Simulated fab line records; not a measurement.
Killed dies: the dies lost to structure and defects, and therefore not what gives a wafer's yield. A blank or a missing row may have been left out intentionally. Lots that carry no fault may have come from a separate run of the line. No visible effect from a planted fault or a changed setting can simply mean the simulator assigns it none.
The tool behind it: which one? + flow sky130 + Sampling: 24 lots, 72 wafers, 6 of 708 route steps

== WHAT THE GAUGES READ, wafer by wafer ==
SKY_FIELD_ISO_THK_MEAS_23. Usual: FIELD_ISO_OXIDATION_01_THK typically reads 9.96 nm, with standard deviation 0.21.
| lot  | measured    | on            | FIELD_ISO_OXIDATION_01_THK (nm) | flag |
|------|-------------|---------------|---------------------------------|------|
| L074 | day 2 07:42 | film-metro-02 | 9.77 9.85 9.77                  |      |
| L075 | day 2 14:39 | film-metro-01 | 9.53 9.88 9.75                  |      |
| L076 | day 2 17:47 | film-metro-02 | 10.01 9.96 10.13                |      |
| L077 | day 2 21:38 | film-metro-02 | 9.67 9.61 9.72                  |      |
| L079 | day 3 17:38 | film-metro-03 | 10.02 9.90 9.99                 |      |
| L080 | day 3 17:58 | film-metro-02 | 10.34 10.14 10.23               |      |
| L078 | day 3 18:48 | film-metro-03 | 10.33 10.27 10.36               |      |
| L081 | day 4 01:30 | film-metro-03 | 10.12 10.22 10.09               |      |
| L082 | day 4 01:33 | film-metro-03 | 9.62 9.73 9.71                  |      |
| L083 | day 4 05:25 | film-metro-01 | 9.78 9.72 9.74                  |      |
| L084 | day 4 09:34 | film-metro-03 | 10.03 9.83 9.98                 |      |
| L085 | day 4 14:50 | film-metro-03 | 10.06 10.00 9.89                |      |
| L086 | day 4 23:35 | film-metro-02 | 9.73 9.57 9.53                  |      |
| L087 | day 5 03:26 | film-metro-02 | 10.14 10.25 10.13               |      |
| L088 | day 5 08:16 | film-metro-01 | 10.00 9.95 9.76                 |      |
| L089 | day 5 12:56 | film-metro-03 | 9.73 9.76 9.70                  |      |
| L090 | day 5 16:44 | film-metro-03 | 10.40 10.21 10.31               |      |
| L091 | day 6 00:03 | film-metro-01 | 10.05 9.95 9.89                 |      |
| L092 | day 6 06:11 | film-metro-01 | 10.00 10.05 10.00               |      |
| L093 | day 6 11:23 | film-metro-02 | 10.25 10.51 10.34               |      |
| L094 | day 6 14:49 | film-metro-03 | 10.04 10.15 9.97                |      |
| L095 | day 6 21:35 | film-metro-01 | 9.87 9.92 9.76                  |      |
| L096 | day 7 02:28 | film-metro-03 | 10.00 9.94 10.06                |      |
| L097 | day 7 06:30 | film-metro-03 | 9.95 9.85 9.96                  |      |

SKY_VIA3_THK_MEAS_01. Usual: VIA3_HDPCVD_THK typically reads 1630 nm, with standard deviation 17.
| lot  | measured     | on            | VIA3_HDPCVD_THK (nm) | flag |
|------|--------------|---------------|----------------------|------|
| L074 | day 38 11:05 | film-metro-01 | 1632 1621 1658       |      |
| L075 | day 38 18:50 | film-metro-01 | 1585 1629 1605       |      |
| L076 | day 38 21:50 | film-metro-01 | 1633 1618 1651       |      |
| L077 | day 39 10:23 | film-metro-01 | 1619 1631 1634       |      |
| L079 | day 40 20:35 | film-metro-04 | 1656 1629 1653       |      |
| L080 | day 40 15:59 | film-metro-03 | 1631 1633 1662       |      |
| L078 | day 40 21:16 | film-metro-04 | 1623 1639 1629       |      |
| L081 | day 41 02:56 | film-metro-01 | 1627 1643 1625       |      |
| L082 | day 41 09:26 | film-metro-01 | 1656 1624 1632       |      |
| L083 | day 41 06:10 | film-metro-04 | 1611 1613 1618       |      |
| L084 | day 41 10:44 | film-metro-03 | 1650 1611 1631       |      |
| L085 | day 41 23:39 | film-metro-01 | 1632 1637 1626       |      |
| L086 | day 42 06:15 | film-metro-04 | 1636 1633 1637       |      |
| L087 | day 42 13:14 | film-metro-01 | 1637 1622 1643       |      |
| L088 | day 42 14:52 | film-metro-01 | 1628 1627 1630       |      |
| L089 | day 42 23:07 | film-metro-01 | 1628 1613 1603       |      |
| L090 | day 43 06:11 | film-metro-04 | 1628 1603 1613       |      |
| L091 | day 43 11:49 | film-metro-04 | 1632 1618 1632       |      |
| L092 | day 43 19:12 | film-metro-01 | 1609 1605 1628       |      |
| L093 | day 44 09:04 | film-metro-03 | 1645 1644 1659       |      |
| L094 | day 44 08:23 | film-metro-04 | 1646 1648 1633       |      |
| L095 | day 45 00:20 | film-metro-03 | 1606 1615 1619       |      |
| L096 | day 45 01:51 | film-metro-04 | 1636 1610 1616       |      |
| L097 | day 45 02:38 | film-metro-04 | 1630 1629 1636       |      |

SKY_VIA3_CD_MEAS_12 targets a cd of 200 nm. Usual: cd-nm 200.1 nm, standard deviation 1.3.
| lot  | measured     | on        | cd-nm (nm)        | flag |
|------|--------------|-----------|-------------------|------|
| L074 | day 39 12:33 | cd-sem-01 | 202.7 201.6 203.2 |      |
| L075 | day 39 19:31 | cd-sem-02 | 200.8 201.9 200.9 |      |
| L076 | day 39 22:40 | cd-sem-02 | 197.3 197.6 199.2 |      |
| L077 | day 40 11:25 | cd-sem-02 | 200.5 199.3 200.5 |      |
| L079 | day 41 20:17 | cd-sem-02 | 200.0 201.6 201.6 |      |
| L080 | day 41 15:51 | cd-sem-02 | 199.5 200.8 200.5 |      |
| L078 | day 41 21:37 | cd-sem-01 | 199.7 199.9 198.7 |      |
| L081 | day 42 02:37 | cd-sem-02 | 200.6 200.1 200.6 |      |
| L082 | day 42 09:10 | cd-sem-02 | 201.0 200.5 199.3 |      |
| L083 | day 42 06:11 | cd-sem-01 | 197.1 197.1 197.8 |      |
| L084 | day 42 10:10 | cd-sem-01 | 200.9 199.6 202.1 |      |
| L085 | day 42 23:25 | cd-sem-02 | 199.6 198.5 199.5 |      |
| L086 | day 43 06:03 | cd-sem-01 | 200.9 200.3 199.9 |      |
| L087 | day 43 12:48 | cd-sem-01 | 201.6 199.6 200.8 |      |
| L088 | day 43 13:57 | cd-sem-01 | 200.2 201.2 199.5 |      |
| L089 | day 43 22:29 | cd-sem-01 | 199.5 199.4 199.2 |      |
| L090 | day 44 04:38 | cd-sem-01 | 197.9 197.6 199.1 |      |
| L091 | day 44 11:07 | cd-sem-02 | 201.5 200.9 202.1 |      |
| L092 | day 44 17:45 | cd-sem-02 | 199.4 199.3 199.0 |      |
| L093 | day 45 07:08 | cd-sem-01 | 201.9 201.9 201.7 |      |
| L094 | day 45 06:22 | cd-sem-02 | 200.3 199.2 200.4 |      |
| L095 | day 45 22:02 | cd-sem-01 | 200.9 200.0 198.7 |      |
| L096 | day 45 23:29 | cd-sem-02 | 198.8 200.3 198.0 |      |
| L097 | day 45 23:44 | cd-sem-01 | 199.6 198.3 199.8 |      |

SKY_VIA3_THK_MEAS_23: measures by xrf. Usual: VIA3_W_THK typically reads 393 nm, with standard deviation 7.3.
| lot  | measured     | on            | VIA3_W_THK (nm) | flag |
|------|--------------|---------------|-----------------|------|
| L074 | day 39 13:44 | film-metro-03 | 404 387 384     |      |
| L075 | day 39 20:41 | film-metro-03 | 394 400 395     |      |
| L076 | day 39 23:53 | film-metro-04 | 389 383 384     |      |
| L077 | day 40 12:53 | film-metro-03 | 407 390 389     |      |
| L079 | day 41 21:25 | film-metro-03 | 392 403 399     |      |
| L080 | day 41 17:17 | film-metro-01 | 394 388 386     |      |
| L078 | day 41 22:46 | film-metro-04 | 391 384 390     |      |
| L081 | day 42 03:47 | film-metro-01 | 391 374 391     |      |
| L082 | day 42 10:19 | film-metro-03 | 399 399 393     |      |
| L083 | day 42 07:20 | film-metro-03 | 399 411 407     |      |
| L084 | day 42 11:19 | film-metro-04 | 385 401 387     |      |
| L085 | day 43 00:35 | film-metro-04 | 396 401 404     |      |
| L086 | day 43 07:11 | film-metro-04 | 392 405 388     |      |
| L087 | day 43 13:57 | film-metro-04 | 385 385 393     |      |
| L088 | day 43 15:06 | film-metro-04 | 389 394 384     |      |
| L089 | day 43 23:43 | film-metro-03 | 392 391 397     |      |
| L090 | day 44 05:46 | film-metro-04 | 387 404 393     |      |
| L091 | day 44 12:16 | film-metro-01 | 382 382 384     |      |
| L092 | day 44 18:52 | film-metro-03 | 389 397 396     |      |
| L093 | day 45 08:17 | film-metro-04 | 383 388 394     |      |
| L094 | day 45 07:31 | film-metro-01 | 394 388 381     |      |
| L095 | day 45 23:16 | film-metro-04 | 389 392 390     |      |
| L096 | day 46 00:38 | film-metro-03 | 403 385 397     |      |
| L097 | day 46 01:23 | film-metro-04 | 406 401 398     |      |

== WHAT TOOL EACH LOT RAN ON (gives the tool, then ch and the chambers of the sampled wafers, and finally the start) ==
| lot  | SKY_VIA2_SPUTTER_20          | SKY_CAPM_CVD_00                 |
|------|------------------------------|---------------------------------|
| L074 | pvd-sputter-04, day 36 05:13 | pecvd-04 ch 1,2, day 36 06:02   |
| L075 | pvd-sputter-02, day 36 13:46 | pecvd-03 ch 1,2, day 36 14:35   |
| L076 | pvd-sputter-01, day 36 15:01 | pecvd-04 ch 0,1,2, day 36 15:52 |
| L077 | pvd-sputter-04, day 37 04:40 | pecvd-01 ch 0,2, day 37 05:29   |
| L079 | pvd-sputter-01, day 38 16:56 | pecvd-01 ch 0,2, day 38 17:46   |
| L080 | pvd-sputter-01, day 38 12:27 | pecvd-03 ch 0,2, day 38 13:17   |
| L078 | pvd-sputter-02, day 38 17:45 | pecvd-04 ch 0,1, day 38 18:35   |
| L081 | pvd-sputter-04, day 38 23:12 | pecvd-04 ch 0,1,2, day 39 00:02 |
| L082 | pvd-sputter-04, day 39 05:12 | pecvd-01 ch 0,2, day 39 06:55   |
| L083 | pvd-sputter-04, day 39 03:53 | pecvd-03 ch 1,2, day 39 04:43   |
| L084 | pvd-sputter-02, day 39 07:56 | pecvd-04 ch 0,1,2, day 39 08:46 |
| L085 | pvd-sputter-04, day 39 21:32 | pecvd-03 ch 0,1, day 39 22:22   |
| L086 | pvd-sputter-01, day 40 04:49 | pecvd-01 ch 0,2, day 40 05:39   |
| L087 | pvd-sputter-04, day 40 10:59 | pecvd-04 ch 0,2, day 40 11:49   |
| L088 | pvd-sputter-02, day 40 14:02 | pecvd-03 ch 0,1,2, day 40 14:52 |
| L089 | pvd-sputter-02, day 40 21:19 | pecvd-04 ch 1,2, day 40 22:08   |
| L090 | pvd-sputter-02, day 41 04:29 | pecvd-03 ch 2, day 41 05:19     |
| L091 | pvd-sputter-02, day 41 10:46 | pecvd-01 ch 0,1,2, day 41 11:35 |
| L092 | pvd-sputter-01, day 41 18:53 | pecvd-01 ch 0,1,2, day 41 19:43 |
| L093 | pvd-sputter-04, day 42 08:58 | pecvd-04 ch 0,1, day 42 09:47   |
| L094 | pvd-sputter-04, day 42 08:02 | pecvd-03 ch 1,2, day 42 08:53   |
| L095 | pvd-sputter-02, day 43 01:35 | pecvd-01 ch 0,1, day 43 02:25   |
| L096 | pvd-sputter-01, day 43 02:38 | pecvd-03 ch 1,2, day 43 03:28   |
| L097 | pvd-sputter-02, day 43 03:13 | pecvd-04 ch 0,2, day 43 04:03   |
- SKY_VIA2_SPUTTER_20: material TiN, target thk 20 nm, time 80 s.
- SKY_CAPM_CVD_00: deposits SiO2, target thk 15.5 nm.

== WHAT THE TOOLS THEMSELVES READ (means of the sampled wafers that have a number; where no wafer has one, the mark that the record gives instead) ==
SKY_VIA2_SPUTTER_20. Usual: throttle-valve-pct 29.9 %, standard deviation 0.74.
| lot  | tool           | throttle-valve-pct (%) | flag |
|------|----------------|------------------------|------|
| L074 | pvd-sputter-04 | 30.1                   |      |
| L075 | pvd-sputter-02 | 29.7                   |      |
| L076 | pvd-sputter-01 | 29.7                   |      |
| L077 | pvd-sputter-04 | 30.4                   |      |
| L079 | pvd-sputter-01 | 28.5                   |      |
| L080 | pvd-sputter-01 | 30.0                   |      |
| L078 | pvd-sputter-02 | 29.8                   |      |
| L081 | pvd-sputter-04 | 30.1                   |      |
| L082 | pvd-sputter-04 | 29.5                   |      |
| L083 | pvd-sputter-04 | 30.2                   |      |
| L084 | pvd-sputter-02 | 30.2                   |      |
| L085 | pvd-sputter-04 | 29.8                   |      |
| L086 | pvd-sputter-01 | 29.1                   |      |
| L087 | pvd-sputter-04 | 30.2                   |      |
| L088 | pvd-sputter-02 | 29.8                   |      |
| L089 | pvd-sputter-02 | 29.7                   |      |
| L090 | pvd-sputter-02 | 30.1                   |      |
| L091 | pvd-sputter-02 | 30.0                   |      |
| L092 | pvd-sputter-01 | 29.9                   |      |
| L093 | pvd-sputter-04 | 29.7                   |      |
| L094 | pvd-sputter-04 | 30.4                   |      |
| L095 | pvd-sputter-02 | 30.1                   |      |
| L096 | pvd-sputter-01 | 30.0                   |      |
| L097 | pvd-sputter-02 | 30.0                   |      |

SKY_CAPM_CVD_00. Usual: heater-power-w 712 W, standard deviation 120; susceptor-temp-C 400.00 C, standard deviation 0.22.
| lot  | tool     | heater-power-w (W) | susceptor-temp-C (C) | flag |
|------|----------|--------------------|----------------------|------|
| L074 | pecvd-04 | 718                | 400.20               |      |
| L075 | pecvd-03 | 674                | 400.20               |      |
| L076 | pecvd-04 | 700                | 399.89               |      |
| L077 | pecvd-01 | 679                | 399.97               |      |
| L079 | pecvd-01 | 709                | 400.05               |      |
| L080 | pecvd-03 | 612                | 400.02               |      |
| L078 | pecvd-04 | 606                | 400.06               |      |
| L081 | pecvd-04 | 704                | 400.11               |      |
| L082 | pecvd-01 | 689                | 399.98               |      |
| L083 | pecvd-03 | 771                | 400.22               |      |
| L084 | pecvd-04 | 718                | 400.08               |      |
| L085 | pecvd-03 | 656                | 400.17               |      |
| L086 | pecvd-01 | 696                | 399.62               |      |
| L087 | pecvd-04 | 814                | 399.97               |      |
| L088 | pecvd-03 | 667                | 399.88               |      |
| L089 | pecvd-04 | 708                | 399.80               |      |
| L090 | pecvd-03 | 743                | 399.88               |      |
| L091 | pecvd-01 | 769                | 400.14               |      |
| L092 | pecvd-01 | 792                | 400.03               |      |
| L093 | pecvd-04 | 624                | 400.13               |      |
| L094 | pecvd-03 | 659                | 399.82               |      |
| L095 | pecvd-01 | 883                | 400.00               |      |
| L096 | pecvd-03 | 691                | 399.97               |      |
| L097 | pecvd-04 | 802                | 400.02               |      |

== THE ANSWER, worked out from the rows above alone ==
Rule: take the mean of a lot's wafers that have a number; if it is more than 3 standard deviations from the usual mean, the lot is off. A lot without any number at a reading at which 4 lots or more have one is off too. All remaining lots with rows at the step are treated as sound. The gauges are gone through in route order, then the tools' own readings, and for those a lot's mean is taken as printed above. At the first step where some lot is off, the reading lying furthest off is the one used; lots without a number count as furthest.
No lot is off at any reading shown: from this, nothing can be told.

== WHAT THE SIMULATOR PUT IN ==
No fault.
